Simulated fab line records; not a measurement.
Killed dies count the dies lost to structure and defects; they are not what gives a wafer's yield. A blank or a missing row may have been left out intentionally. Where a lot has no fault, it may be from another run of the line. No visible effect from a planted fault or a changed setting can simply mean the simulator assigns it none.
fab line records	flow sky130
[record] lots = 11	wafers = 33	last_day = 49
route steps=708 shown VIA1@481 METAL2@484 PAD_OPEN@708
lots that met no fault: from a run of the same line without faults
start_h: the number of hours between the record's first day and the start of the first shown wafer of the lot	wait_h: time in hours since the lot's previous step	" repeats the value in the row above	L1.1+2: a row that stands for several wafers	- no value, or no start was given	* or withheld: withheld	< > ~ a bound
route shown NAME@n: names a module that has steps shown in the file, with the first one's number in the route	usual: mean/standard deviation taken from wafers without a fault	same: alike in all rows	chamber/n: place in a boat	sites: the reading at each site	_std_site: how widely they spread, as a standard deviation	_edge_site: the outer-site mean with the inner-site mean subtracted	radius_mm: for every site, how far away it sits from the centre of the wafer	mask NAME#n: copy n	behind: the most recent tool/chamber to have shaped the wafer	hold: what put the lot on hold/how long, in hours/how the hold closed	device: names the non-switching transistor (n, p or np)	end of line: the tests these same wafers got at the end of their route	where a step has no rows: the recipe by itself	killed: dies that structure and defects cost at the first sort, which is not the same as the wafer's yield	map: shows each die of a wafer: x if killed, . if not, _ if none is there
set.NAME: the run value of the setting; set.NAME@STEP: its run value at that earlier step	model.NAME: the simulator's own value behind a step, which no gauge read
one table for each step of the route and one row for each wafer, over a sample of lots
services: the hour from which a tool's chamber was out of use, counted from the record's first day as start_h (under 0 if before that day), plus the number of hours and why
[[steps]]
[step SKY_VIA1_THK_MEAS_23]
[recipe] thk_meas_gauge = xrf	reads = W_of_VIA1_CVD_21
[usual] VIA1_W_THK = 279/3.3
lot.wafer	tool	chamber	start_h	wait_h	VIA1_W_THK[nm]
L829.1	film_metro-01	-	801.01	0.1	285
L829.4	"	-	"	"	280
L829.6	"	-	"	"	279
L830.4	film_metro-01	-	807.57	0.1	273
L830.5	"	-	"	"	277
L830.6	"	-	"	"	281
L831.1	film_metro-03	-	811.73	0.1	280
L831.4	"	-	"	"	280
L831.6	"	-	"	"	280
L832.2	film_metro-01	-	822.37	0.1	284
L832.3	"	-	"	"	281
L832.5	"	-	"	"	285
L835.1	film_metro-02	-	844.16	0.1	281
L835.4	"	-	"	"	275
L835.5	"	-	"	"	277
L833.2	film_metro-01	-	845.62	0.1	277
L833.5	"	-	"	"	278
L833.6	"	-	"	"	278
L836.1	film_metro-02	-	862.56	0.1	277
L836.2	"	-	"	"	282
L836.6	"	-	"	"	279
L837.1	film_metro-03	-	873.93	0.1	281
L837.2	"	-	"	"	286
L837.4	"	-	"	"	282
L840.1	film_metro-03	-	883.66	0.1	280
L840.4	"	-	"	"	275
L840.5	"	-	"	"	284
L843.2	film_metro-02	-	909.35	0.1	284
L843.3	"	-	"	"	286
L843.6	"	-	"	"	284
L844.1	film_metro-02	-	913.24	0.1	275
L844.2	"	-	"	"	281
L844.5	"	-	"	"	281
[step SKY_METAL2_SPUTTER_01]
[recipe] material = TiN	target_thk_nm = 20	power_w = 6500	time_s = 16.7	chamber_pressure_pa = 0.4
[usual] chamber_pressure_pa = 0.4002/0.00071	throttle_valve_pct = 29.8/1.1
lot.wafer	tool	chamber	start_h	wait_h	chamber_pressure_pa	throttle_valve_pct
L829.1	pvd_sputter-04	-	801.40	0.0	0.4012	28.1
L829.4	"	-	"	"	0.3987	29.8
L829.6	"	-	"	"	0.4002	28.3
L830.4	pvd_sputter-04	-	807.92	0.0	0.3995	30.0
L830.5	"	-	"	"	0.3997	30.2
L830.6	"	-	"	"	0.4007	29.8
L831.1	pvd_sputter-02	-	812.12	0.0	0.4003	32.1
L831.4	"	-	"	"	0.4006	30.3
L831.6	"	-	"	"	0.4012	29.9
L832.2	pvd_sputter-04	-	822.74	0.0	0.3997	29.7
L832.3	"	-	"	"	0.4007	29.5
L832.5	"	-	"	"	0.4017	28.5
L835.1	pvd_sputter-03	-	844.66	0.0	0.4003	29.9
L835.4	"	-	"	"	0.3994	29.1
L835.5	"	-	"	"	0.4003	29.5
L833.2	pvd_sputter-04	-	845.99	0.0	0.4001	28.0
L833.5	"	-	"	"	0.3993	28.0
L833.6	"	-	"	"	0.3983	29.5
L836.1	pvd_sputter-03	-	862.94	0.0	0.3998	30.9
L836.2	"	-	"	"	0.3999	29.5
L836.6	"	-	"	"	0.3993	30.4
L837.1	pvd_sputter-04	-	874.31	0.0	0.3998	29.8
L837.2	"	-	"	"	0.4007	29.5
L837.4	"	-	"	"	0.3991	30.2
L840.1	pvd_sputter-03	-	884.04	0.0	0.4013	29.7
L840.4	"	-	"	"	0.4006	31.0
L840.5	"	-	"	"	0.4010	30.8
L843.2	pvd_sputter-03	-	909.72	0.0	0.4004	31.1
L843.3	"	-	"	"	0.4011	29.3
L843.6	"	-	"	"	0.4011	30.8
L844.1	pvd_sputter-02	-	915.93	0.0	0.4000	32.2
L844.2	"	-	"	"	0.3997	27.6
L844.5	"	-	"	"	0.4002	30.7
[step SKY_METAL2_SPUTTER_04]
[recipe] material = TiN	target_thk_nm = 70	power_w = 6500	time_s = 58.3	chamber_pressure_pa = 0.4
[usual] chamber_pressure_pa = 0.4001/0.00079	throttle_valve_pct = 29.8/1.1
lot.wafer	tool	chamber	start_h	wait_h	chamber_pressure_pa	throttle_valve_pct
L829.1	pvd_sputter-04	-	801.46	0.0	0.3998	28.2
L829.4	"	-	"	"	0.3997	29.9
L829.6	"	-	"	"	0.3998	28.1
L830.4	pvd_sputter-04	-	807.99	0.0	0.4007	30.3
L830.5	"	-	"	"	0.4014	30.0
L830.6	"	-	"	"	0.4001	29.8
L831.1	pvd_sputter-02	-	812.19	0.0	0.3992	32.1
L831.4	"	-	"	"	0.3996	30.2
L831.6	"	-	"	"	0.4001	29.8
L832.2	pvd_sputter-04	-	822.81	0.0	0.4011	29.8
L832.3	"	-	"	"	0.4010	29.3
L832.5	"	-	"	"	0.3997	28.1
L835.1	pvd_sputter-03	-	844.73	0.0	0.3999	29.5
L835.4	"	-	"	"	0.4003	29.4
L835.5	"	-	"	"	0.3999	29.8
L833.2	pvd_sputter-04	-	846.06	0.0	0.3988	28.3
L833.5	"	-	"	"	0.3977	28.2
L833.6	"	-	"	"	0.4011	29.4
L836.1	pvd_sputter-03	-	863.01	0.0	0.3990	30.7
L836.2	"	-	"	"	0.4011	29.6
L836.6	"	-	"	"	0.3985	30.8
L837.1	pvd_sputter-04	-	874.38	0.0	0.3993	30.3
L837.2	"	-	"	"	0.3999	29.3
L837.4	"	-	"	"	0.4007	30.2
L840.1	pvd_sputter-03	-	884.11	0.0	0.4010	29.7
L840.4	"	-	"	"	0.4001	30.8
L840.5	"	-	"	"	0.4000	30.7
L843.2	pvd_sputter-03	-	909.79	0.0	0.3995	30.7
L843.3	"	-	"	"	0.3996	29.0
L843.6	"	-	"	"	0.3992	31.3
L844.1	pvd_sputter-02	-	916.00	0.0	0.3995	32.1
L844.2	"	-	"	"	0.3993	27.9
L844.5	"	-	"	"	0.4006	30.5
[step SKY_METAL2_EXPOSE_12]
[recipe] mask_id = MM2	na = 0.8	source_shape = annular	sigma_inner = 0.55	sigma_outer = 0.85	target_cd_nm = 140	dose_mj = 28
[usual] exposure_dose_mJ_cm2 = 28.000/0.028	reticle_temp_C = 23.02/0.094
lot.wafer	tool	chamber	start_h	wait_h	mask	exposure_dose_mJ_cm2	reticle_temp_C
L829.1	krf_scanner-01	0	815.20	-	MM2#0	27.975	23.12
L829.4	"	0	"	"	MM2#0	27.987	22.80
L829.6	"	0	"	"	MM2#0	27.992	22.82
L830.4	krf_scanner-01	0	821.69	-	MM2#0	27.993	22.94
L830.5	"	0	"	"	MM2#0	27.997	22.96
L830.6	"	0	"	"	MM2#0	27.969	22.95
L831.1	krf_scanner-02	0	826.45	-	MM2#0	28.017	23.07
L831.4	"	0	"	"	MM2#0	27.952	22.98
L831.6	"	0	"	"	MM2#0	28.000	23.04
L832.2	krf_scanner-01	0	836.31	-	MM2#0	27.991	23.13
L832.3	"	0	"	"	MM2#0	27.992	23.13
L832.5	"	0	"	"	MM2#0	27.979	22.96
L835.1	krf_scanner-01	0	858.60	-	MM2#0	28.011	23.01
L835.4	"	0	"	"	MM2#0	27.991	23.01
L835.5	"	0	"	"	MM2#0	28.053	23.10
L833.2	krf_scanner-02	0	859.56	-	MM2#0	28.020	22.90
L833.5	"	0	"	"	MM2#0	28.030	22.88
L833.6	"	0	"	"	MM2#0	28.011	22.90
L836.1	krf_scanner-01	0	876.09	-	MM2#0	28.018	23.05
L836.2	"	0	"	"	MM2#0	28.000	22.96
L836.6	"	0	"	"	MM2#0	28.010	23.10
L837.1	krf_scanner-02	0	888.07	-	MM2#0	27.953	23.05
L837.2	"	0	"	"	MM2#0	27.949	23.00
L837.4	"	0	"	"	MM2#0	27.962	23.02
L840.1	krf_scanner-02	0	897.18	-	MM2#0	27.961	23.14
L840.4	"	0	"	"	MM2#0	27.947	22.91
L840.5	"	0	"	"	MM2#0	27.984	23.08
L843.2	krf_scanner-01	0	922.36	-	MM2#0	28.045	23.06
L843.3	"	0	"	"	MM2#0	28.048	23.02
L843.6	"	0	"	"	MM2#0	28.043	22.96
L844.1	krf_scanner-02	0	928.20	-	MM2#0	26.198	23.16
L844.2	"	0	"	"	MM2#0	26.170	22.95
L844.5	"	0	"	"	MM2#0	26.161	23.02
[step SKY_METAL2_CD_MEAS_15]
[recipe] target_cd_nm = 140
[usual] cd_nm = 140.1/1.3
lot.wafer	tool	chamber	start_h	wait_h	cd_nm
L829.1	cd_sem-02	-	828.02	-	140.1
L829.4	"	-	"	"	141.5
L829.6	"	-	"	"	139.6
L830.4	cd_sem-01	-	834.76	-	140.6
L830.5	"	-	"	"	142.2
L830.6	"	-	"	"	140.4
L831.1	cd_sem-01	-	839.30	-	141.4
L831.4	"	-	"	"	139.3
L831.6	"	-	"	"	140.0
L832.2	cd_sem-02	-	849.54	-	141.7
L832.3	"	-	"	"	139.6
L832.5	"	-	"	"	142.0
L835.1	cd_sem-01	-	871.22	-	140.6
L835.4	"	-	"	"	141.5
L835.5	"	-	"	"	142.1
L833.2	cd_sem-02	-	872.27	-	139.4
L833.5	"	-	"	"	140.3
L833.6	"	-	"	"	139.7
L836.1	cd_sem-01	-	889.73	-	140.1
L836.2	"	-	"	"	140.8
L836.6	"	-	"	"	139.9
L837.1	cd_sem-01	-	900.83	-	138.7
L837.2	"	-	"	"	138.2
L837.4	"	-	"	"	139.1
L840.1	cd_sem-01	-	909.93	-	141.1
L840.4	"	-	"	"	140.6
L840.5	"	-	"	"	141.0
L843.2	cd_sem-01	-	934.27	-	142.6
L843.3	"	-	"	"	143.0
L843.6	"	-	"	"	143.0
L844.1	cd_sem-01	-	940.62	-	84.5
L844.2	"	-	"	"	102.4
L844.5	"	-	"	"	110.7
[step SKY_PAD_OPEN_PROBE_99]
[usual] defect_limited_yield = 82.9/1.9	killed_at_M0_to_M3 = 42/6.3	killed_at_M4_up = 2.8/1.9	killed_at_contacts = 23/5.3	killed_at_front_end = 16/4.3	killed_at_other = 0.2/0.51	killed_dies = 84/9.3	killed_on_rim = 16/4.2	killed_open = 46/7.6	killed_short = 38/6.3	sort_bin_3_pad_short = 0.8/0.41	sort_bin_5_function = 10.0/1.4	sort_bin_6_memory = 6.2/1.1	sort_bin_8_speed = 0.00/0.017	sort_n_pass = 408/9.3	sort_yield_pct = 82.9/1.9
[same] gross_dies = 492	killed_at_back_side = 0	sort_bin_4_leakage[%] = 0
lot.wafer	tool	chamber	start_h	wait_h	defect_limited_yield[%]	killed_at_M0_to_M3	killed_at_M4_up	killed_at_contacts	killed_at_front_end	killed_at_other	killed_dies	killed_on_rim	killed_open	killed_short	sort_bin_3_pad_short[%]	sort_bin_5_function[%]	sort_bin_6_memory[%]	sort_bin_8_speed[%]	sort_n_pass	sort_yield_pct[%]
L833.2	prober-02	-	1118.78	0.1	82.7	55	3	15	12	0	85	23	49	36	0.6	11.8	4.9	0	407	82.7
L833.5	prober-02	-	1118.93	0.2	80.5	40	2	33	20	1	96	26	58	38	1.0	10.8	7.7	0	396	80.5
L833.6	prober-02	-	1118.98	0.2	84.3	44	4	17	12	0	77	18	50	27	0.4	7.7	7.5	0	415	84.3
L840.1	prober-01	-	1147.57	0.1	79.9	43	5	22	29	0	99	20	54	45	0.4	12.6	7.1	0	393	79.9
L840.4	prober-01	-	1147.72	0.2	83.1	51	3	21	8	0	83	18	51	32	0.8	9.3	6.7	0	409	83.1
L840.5	prober-01	-	1147.77	0.2	83.7	33	5	25	17	0	80	10	38	42	0.8	7.7	7.7	0	412	83.7
L844.1	prober-02	-	1175.15	0.1	0	448	2	28	13	1	492	96	38	42	0.6	94.7	4.7	0	0	0
L844.2	prober-02	-	1175.20	0.1	0.2	445	3	24	18	1	491	95	38	41	0.6	93.1	6.1	0	1	0.2
L844.5	prober-02	-	1175.35	0.2	10.0	403	1	23	16	0	443	61	49	37	1.2	81.9	6.9	0	49	10.0
// killed by level:class
L833.2 VIA1:geometric_particle:open=12 VIA3:geometric_particle:open=9 METAL2:geometric_particle:short=8 VIA1:geometric_particle:short=5 LI_CONTACT:geometric_particle:open=5 CONTACT:geometric_particle:open=5 VIA2:geometric_particle:open=5 FIELD_ISO:geometric_particle:open=4
L833.5 CONTACT:geometric_particle:open=13 VIA2:geometric_particle:open=12 VIA1:geometric_particle:open=8 POLY_GATE:geometric_particle:open=7 LI_CONTACT:geometric_particle:open=7 LI_CONTACT:geometric_particle:short=5 VIA3:geometric_particle:open=5 VIA1:geometric_particle:short=5
L833.6 VIA1:geometric_particle:open=16 VIA3:geometric_particle:open=7 CONTACT:geometric_particle:open=6 LI_CONTACT:geometric_particle:open=5 FIELD_ISO:geometric_particle:open=3 CONTACT:geometric_particle:short=3 METAL1:geometric_particle:short=3 METAL1:geometric_particle:open=3
L840.1 VIA1:geometric_particle:open=13 CONTACT:geometric_particle:open=9 FIELD_ISO:geometric_particle:open=7 POLY_GATE:geometric_particle:open=7 LI_CONTACT:geometric_particle:open=7 POLY_GATE:geometric_particle:short=6 VIA2:geometric_particle:short=6 VIA1:geometric_particle:short=5
L840.4 VIA1:geometric_particle:open=11 VIA3:geometric_particle:open=11 VIA2:geometric_particle:open=10 CONTACT:geometric_particle:short=7 CONTACT:geometric_particle:open=7 LI_CONTACT:geometric_particle:open=5 VIA1:geometric_particle:short=5 METAL1:geometric_particle:short=4
L840.5 FIELD_ISO:geometric_particle:short=9 CONTACT:geometric_particle:short=8 CONTACT:geometric_particle:open=7 FIELD_ISO:geometric_particle:open=6 VIA2:geometric_particle:open=6 VIA1:geometric_particle:open=6 METAL2:geometric_particle:short=6 LI_CONTACT:geometric_particle:open=4
L844.1 METAL2:area_expose=412 LI_CONTACT:geometric_particle:open=10 CONTACT:geometric_particle:open=7 METAL1:geometric_particle:short=6 POLY_GATE:geometric_particle:short=5 VIA1:geometric_particle:open=5 VIA2:geometric_particle:open=5 METAL2:geometric_particle:short=5
L844.2 METAL2:area_expose=412 LOCAL_INTERCONNECT:geometric_particle:short=8 VIA1:geometric_particle:open=7 FIELD_ISO:geometric_particle:short=6 CONTACT:geometric_particle:open=6 FIELD_ISO:geometric_particle:open=5 CONTACT:geometric_particle:short=5 METAL1:geometric_particle:short=5
L844.5 METAL2:area_expose=357 VIA1:geometric_particle:open=15 CONTACT:geometric_particle:open=9 LI_CONTACT:geometric_particle:open=7 VIA1:geometric_particle:short=6 METAL2:geometric_particle:short=6 VIA3:geometric_particle:open=5 FIELD_ISO:geometric_particle:open=4
[[services]]
tool	chamber	start_h	hours	kind
krf_scanner-01	-	787.17	1.3	pm
pvd_sputter-04	-	792.07	0.6	repair
krf_scanner-01	-	792.36	0.8	repair
krf_scanner-01	-	818.92	0.8	pm
pvd_sputter-04	1	830.26	-	consumable_replace:kit
pvd_sputter-04	1	830.26	18.0	scheduled_down
pvd_sputter-04	1	830.26	18.0	vent_cycle
krf_scanner-01	-	834.34	0.6	repair
pvd_sputter-03	1	859.64	-	consumable_replace:kit
pvd_sputter-03	1	859.64	18.0	scheduled_down
pvd_sputter-03	1	859.64	18.0	vent_cycle
krf_scanner-01	-	869.71	1.0	pm
krf_scanner-02	-	898.15	1.0	pm
krf_scanner-01	-	898.21	0.7	repair
krf_scanner-02	-	915.23	0.8	pm
[[key]]
[first_sign] step = SKY_METAL2_EXPOSE_12	reading = exposure_dose_mJ_cm2	direction = down	sigmas = 66	usual = *	struck = *
[effect] step = SKY_METAL2_CD_MEAS_15	reading = cd_nm	direction = down	sigmas = 32	usual = 140.1	struck = 99.2	through = control_loop
[effect] step = SKY_PAD_OPEN_PROBE_99	reading = killed_at_M0_to_M3	direction = up	sigmas = 62	usual = 42	struck = 432
[more_kills_born_at] SKY_METAL2_EXPOSE_12@krf_scanner-02 = 1181
met_at SKY_METAL2_EXPOSE_12
struck_lots L844
later_rows_left_out L844.1,L844.2,L844.5
[loop_trim] step = SKY_METAL2_EXPOSE_12	setting = dose	lots = L844
not_acting_at SKY_VIA1_THK_MEAS_23,SKY_METAL2_SPUTTER_01,SKY_METAL2_SPUTTER_04
onset_between 897.18 928.20
[fault] kind = process_parameter_drift	tool = krf_scanner-02	chamber = -	onset_h = 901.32	steps = SKY_METAL2_EXPOSE_12	channel = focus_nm	offset = 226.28	spread_by_wafer = 0.3	shape = step	end_h = 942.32
// later_rows_left_out: the simulator's readings of these wafers behind a module that went badly wrong aren't trusted and aren't shown, but for the sort
// loop_trim: a control loop set the setting to another value than it would have without faults
